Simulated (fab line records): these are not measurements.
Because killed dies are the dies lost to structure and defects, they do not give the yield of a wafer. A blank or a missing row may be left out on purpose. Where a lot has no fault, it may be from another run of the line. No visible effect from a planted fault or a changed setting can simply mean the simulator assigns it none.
Split-lot trial / flow sky130 / 23 wafers read across 5 lots, on a route 708 steps long

ABOUT THE SPLIT
At SKY_DNWELL_COAT_02 (resist thk 3000 nm), the setting resistThkNm was moved away from the recipe's 3000 nm on 5 of the 23 wafers read, by -3.0% to +4.7%. For the rest of the wafers, this setting stayed at what the recipe calls for.

The split's own step is where the reading is taken.

THE READING
coat_of_DNWELL_COAT_02.thkNm (the simulator's own value, which no gauge read), in nm, at SKY_DNWELL_COAT_02 (resist thk 3000 nm). There is no usual value for it anywhere in the file. Across the 18 wafers here that went through the recipe, the average is 3006 nm and the standard deviation 7.9 nm.

wafer=L074.1; tool, chamber at the split=lithoTrack-01, 0; resistThkNm as run, nm=3000; against the recipe=recipe; coat_of_DNWELL_COAT_02.thkNm, nm=3009; against lot-mates on the recipe=-
wafer=L074.2; tool, chamber at the split=lithoTrack-01, 0; resistThkNm as run, nm=3000; against the recipe=recipe; coat_of_DNWELL_COAT_02.thkNm, nm=3002; against lot-mates on the recipe=-
wafer=L074.3; tool, chamber at the split=lithoTrack-01, 0; resistThkNm as run, nm=3000; against the recipe=recipe; coat_of_DNWELL_COAT_02.thkNm, nm=3007; against lot-mates on the recipe=-
wafer=L074.4; tool, chamber at the split=lithoTrack-01, 0; resistThkNm as run, nm=3000; against the recipe=recipe; coat_of_DNWELL_COAT_02.thkNm, nm=2998; against lot-mates on the recipe=-
wafer=L074.6; tool, chamber at the split=lithoTrack-01, 0; resistThkNm as run, nm=3000; against the recipe=recipe; coat_of_DNWELL_COAT_02.thkNm, nm=3006; against lot-mates on the recipe=-
wafer=L076.2; tool, chamber at the split=lithoTrack-02, 0; resistThkNm as run, nm=3000; against the recipe=recipe; coat_of_DNWELL_COAT_02.thkNm, nm=3008; against lot-mates on the recipe=-
wafer=L076.3; tool, chamber at the split=lithoTrack-02, 0; resistThkNm as run, nm=3000; against the recipe=recipe; coat_of_DNWELL_COAT_02.thkNm, nm=3006; against lot-mates on the recipe=-
wafer=L076.4; tool, chamber at the split=lithoTrack-02, 0; resistThkNm as run, nm=3142; against the recipe=+4.7%; coat_of_DNWELL_COAT_02.thkNm, nm=3138; against lot-mates on the recipe=+131
wafer=L076.5; tool, chamber at the split=lithoTrack-02, 0; resistThkNm as run, nm=3142; against the recipe=+4.7%; coat_of_DNWELL_COAT_02.thkNm, nm=3144; against lot-mates on the recipe=+137
wafer=L076.6; tool, chamber at the split=lithoTrack-02, 0; resistThkNm as run, nm=3142; against the recipe=+4.7%; coat_of_DNWELL_COAT_02.thkNm, nm=3163; against lot-mates on the recipe=+156
wafer=L078.1; tool, chamber at the split=lithoTrack-01, 0; resistThkNm as run, nm=3000; against the recipe=recipe; coat_of_DNWELL_COAT_02.thkNm, nm=3020; against lot-mates on the recipe=-
wafer=L078.2; tool, chamber at the split=lithoTrack-01, 0; resistThkNm as run, nm=3000; against the recipe=recipe; coat_of_DNWELL_COAT_02.thkNm, nm=3015; against lot-mates on the recipe=-
wafer=L078.3; tool, chamber at the split=lithoTrack-01, 0; resistThkNm as run, nm=3000; against the recipe=recipe; coat_of_DNWELL_COAT_02.thkNm, nm=3019; against lot-mates on the recipe=-
wafer=L078.4; tool, chamber at the split=lithoTrack-01, 0; resistThkNm as run, nm=3000; against the recipe=recipe; coat_of_DNWELL_COAT_02.thkNm, nm=3017; against lot-mates on the recipe=-
wafer=L078.6; tool, chamber at the split=lithoTrack-01, 0; resistThkNm as run, nm=3000; against the recipe=recipe; coat_of_DNWELL_COAT_02.thkNm, nm=3011; against lot-mates on the recipe=-
wafer=L080.2; tool, chamber at the split=lithoTrack-04, 0; resistThkNm as run, nm=3000; against the recipe=recipe; coat_of_DNWELL_COAT_02.thkNm, nm=3003; against lot-mates on the recipe=-
wafer=L080.4; tool, chamber at the split=lithoTrack-04, 0; resistThkNm as run, nm=3000; against the recipe=recipe; coat_of_DNWELL_COAT_02.thkNm, nm=3010; against lot-mates on the recipe=-
wafer=L080.6; tool, chamber at the split=lithoTrack-04, 0; resistThkNm as run, nm=3000; against the recipe=recipe; coat_of_DNWELL_COAT_02.thkNm, nm=3000; against lot-mates on the recipe=-
wafer=L084.1; tool, chamber at the split=lithoTrack-02, 0; resistThkNm as run, nm=2909; against the recipe=-3.0%; coat_of_DNWELL_COAT_02.thkNm, nm=2903; against lot-mates on the recipe=-92
wafer=L084.2; tool, chamber at the split=lithoTrack-02, 0; resistThkNm as run, nm=3000; against the recipe=recipe; coat_of_DNWELL_COAT_02.thkNm, nm=2996; against lot-mates on the recipe=-
wafer=L084.3; tool, chamber at the split=lithoTrack-02, 0; resistThkNm as run, nm=3000; against the recipe=recipe; coat_of_DNWELL_COAT_02.thkNm, nm=2991; against lot-mates on the recipe=-
wafer=L084.4; tool, chamber at the split=lithoTrack-02, 0; resistThkNm as run, nm=3000; against the recipe=recipe; coat_of_DNWELL_COAT_02.thkNm, nm=2999; against lot-mates on the recipe=-
wafer=L084.6; tool, chamber at the split=lithoTrack-02, 0; resistThkNm as run, nm=2909; against the recipe=-3.0%; coat_of_DNWELL_COAT_02.thkNm, nm=2906; against lot-mates on the recipe=-89

THE FIT
A straight line over all 23 wafers: coat_of_DNWELL_COAT_02.thkNm changes by +30.9 nm for each +1% of resistThkNm; r = +0.99; the points scatter about the line by 8.8 nm.
The same after taking each lot's own level away (the mean of its wafers on the recipe; 23 wafers): +29.9 nm for each +1%; r = +1.00; scatter 5.2 nm.
The reading moves by 1.4e+02 nm for the largest change in resistThkNm, on that fit.
The lots' own levels span 2995.3 to 3016.4 nm, that is 2.7 times the standard deviation above.
The two slopes are in agreement: the lot-to-lot level therefore moves the slope only a little.
Check: for one of the wafers moved furthest among these (+4.7%), held out of the fit, the line's prediction against its lot-mates is +145 nm. It came out at +131 nm against them.

ADDITIONAL SPLITS CARRIED BY THESE WAFERS
Other splits were also applied to these wafers ahead of the reading. Each is held against what the fit with the lots' levels taken away leaves over:
other split on the same wafers=SKY_FIELD_ISO_OXIDATION_01 oxTimeS; wafers away from the commonest value=15; r with coat_of_DNWELL_COAT_02.thkNm (lot level and that fit taken away)=+0.00
other split on the same wafers=SKY_FIELD_ISO_COAT_08 resistThkNm; wafers away from the commonest value=8; r with coat_of_DNWELL_COAT_02.thkNm (lot level and that fit taken away)=+0.16
other split on the same wafers=SKY_FIELD_ISO_EXPOSE_10 doseMj; wafers away from the commonest value=7; r with coat_of_DNWELL_COAT_02.thkNm (lot level and that fit taken away)=+0.13
other split on the same wafers=SKY_FIELD_ISO_OXIDATION_22 oxTimeS; wafers away from the commonest value=15; r with coat_of_DNWELL_COAT_02.thkNm (lot level and that fit taken away)=+0.00

THE WHOLE CHAIN: every reading that the file lists as answering this split, in the file's order
step=SKY_DNWELL_COAT_02; what it does=resist thk 3000 nm; reading=coat_of_DNWELL_COAT_02.thkNm (the simulator's own value, which no gauge read); change (the file's fit)=+29.8 nm for each +1% of the setting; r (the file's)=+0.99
step=SKY_DNWELL_STRIP_08; what it does=strips in O2/N2; reading=stripTimeToEndpointS; change (the file's fit)=withheld for each +1% of the setting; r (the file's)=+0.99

THE FILE'S OWN FIT
coat_of_DNWELL_COAT_02.thkNm changes by +29.8 nm for each +1% of resistThkNm, r = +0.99.
